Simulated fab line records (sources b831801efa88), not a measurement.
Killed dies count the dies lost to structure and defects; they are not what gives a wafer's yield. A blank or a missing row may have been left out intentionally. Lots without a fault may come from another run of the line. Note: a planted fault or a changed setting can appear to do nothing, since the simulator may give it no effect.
A lot that was struck, set against a sound lot :: flow sky130 :: 17 out of 708 route steps
Sound: these wafers, L262.2, L262.3, L262.6. Struck: wafer L278.3 (left out: L278.2, L278.5 of the same lot, which were not struck); the cause appears at the end.
For every step that has rows: the tool of each side, followed by ch and its chambers, followed by its first start. Under that, the readings that differ: sound wafers :: struck wafers :: difference of the means :: sigmas: that difference in standard deviations of wafers without a fault.
alike: words and numbers the same on both sides, and readings whose means are apart by under 2 such deviations; not compared: readings that were withheld, readings missing a value for some wafer, numbers with overlapping values and no deviation given by the record, and bounds like >300 which may hide the same value.
A row with sigmas, a row that says differs or no value, or rows on one side alone: a step with any of these is where the two part. Numbers that have no deviation but don't overlap get no sigmas and don't part them. A reading missing from all wafers of one side parts the sides only when that side holds two or more wafers.

SKY_LOCAL_INTERCONNECT_RS_MEAS_01: measures by four-point-probe.
  sound: filmMetro-04 at day 29 18:15; struck: filmMetro-02 at day 34 22:08
  alike: LOCAL_INTERCONNECT_TIN_RS
SKY_LOCAL_INTERCONNECT_THK_MEAS_02: measures by xrf.
  sound: filmMetro-04 at day 29 18:22; struck: filmMetro-02 at day 34 22:15
  alike: LOCAL_INTERCONNECT_TIN_THK
then, 8 steps without rows for these wafers: SKY_LOCAL_INTERCONNECT_DEHYDRATE_03 (time 60 s); SKY_LOCAL_INTERCONNECT_HMDS_04 (prime time 60 s); SKY_LOCAL_INTERCONNECT_COAT_05 (resist thk 60 nm); SKY_LOCAL_INTERCONNECT_COAT_06 (resist thk 450 nm); SKY_LOCAL_INTERCONNECT_SOFTBAKE_07 (time 90 s); SKY_LOCAL_INTERCONNECT_EXPOSE_08 (exposes mask LI1M, target cd 170 nm); SKY_LOCAL_INTERCONNECT_PEB_09; SKY_LOCAL_INTERCONNECT_DEVELOP_10 (develop time 60 s).
SKY_LOCAL_INTERCONNECT_CD_MEAS_11 targets a cd of 170 nm.
  sound: cdSem-02 at day 30 22:17; struck: cdSem-02 at day 36 00:14
  alike: cdNm
SKY_LOCAL_INTERCONNECT_OVL_MEAS_12:
  sound: overlay-02 at day 30 22:24; struck: overlay-02 at day 36 00:21
  alike: LOCAL_INTERCONNECT_OVL
SKY_LOCAL_INTERCONNECT_ETCH_13: etches BARC in N2/H2, stops on SiO2, time 45.9 s, target depth 60 nm.
  sound on rieMetal-02 ch 0,1, day 30 22:26; struck on rieMetal-01 ch 1, day 36 00:23
reading: drypumpMotorCurrentA (A)
sound: 5.1 5.5 5.1
struck: 6.6
difference: +1.4
sigmas: +3

reading: oesProductAu (a.u.)
sound: 0.852 0.847 0.856
struck: 0.818
difference: -0.034
sigmas: -7

reading: runLengthS (s)
sound: 74.3 74.2 74.4
struck: 77.7
difference: +3.4
sigmas: +5

reading: model.KrF-thick_of_LOCAL_INTERCONNECT_COAT_06.thkNm (nm)
sound: 394.2 392.1 391.3
struck: 387.6
difference: -4.9
sigmas: 

reading: model.SiO2_of_SONOS_ONO_CVD_04.thkNm (nm)
sound: 4.183 4.189 4.17
struck: 3.926
difference: -0.255
sigmas: 
  alike: throttleValvePct
  not compared: rfHoursCounterH
SKY_LOCAL_INTERCONNECT_METAL_ETCH_14: etches TiN in Cl2/BCl3, stops on PSG, target depth 110 nm, time 31.4 s.
  sound on rieMetal-02 ch 0,1, day 30 22:29; struck on rieMetal-01 ch 1, day 36 00:26
reading: drypumpMotorCurrentA (A)
sound: 5.1 5.4 5.1
struck: 6.5
difference: +1.3
sigmas: +3

reading: model.KrF-thick_of_LOCAL_INTERCONNECT_COAT_06.thkNm (nm)
sound: 350.3 347.9 347.8
struck: 344.1
difference: -4.6
sigmas: 
  alike: oesProductAu, runLengthS, throttleValvePct
  not compared: rfHoursCounterH
SKY_LOCAL_INTERCONNECT_STRIP_15: strips in O2/N2.
  sound on plasmaAsher-02 ch 0,1, day 30 22:32; struck on plasmaAsher-02 ch 1, day 36 00:29
reading: stripTimeToEndpointS (s)
sound: 4.732 4.714 4.687
struck: 4.673
difference: -0.038
sigmas: -2
  alike: drypumpMotorCurrentA, oesProductAu
  not compared: rfHoursCounterH
then, 2 steps without rows for these wafers: SKY_LOCAL_INTERCONNECT_STRIP_16 (strips in post etch residue remover, time 1200 s); SKY_PAD_OPEN_PROBE_99.

## WHERE THEY PART
At SKY_LOCAL_INTERCONNECT_ETCH_13 first; at SKY_LOCAL_INTERCONNECT_STRIP_15 last (within this record only).

WHY: whatever the simulator had introduced
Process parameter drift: rieMetal-01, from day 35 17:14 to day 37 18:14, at SKY_LOCAL_INTERCONNECT_ETCH_13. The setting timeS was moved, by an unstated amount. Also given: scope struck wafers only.
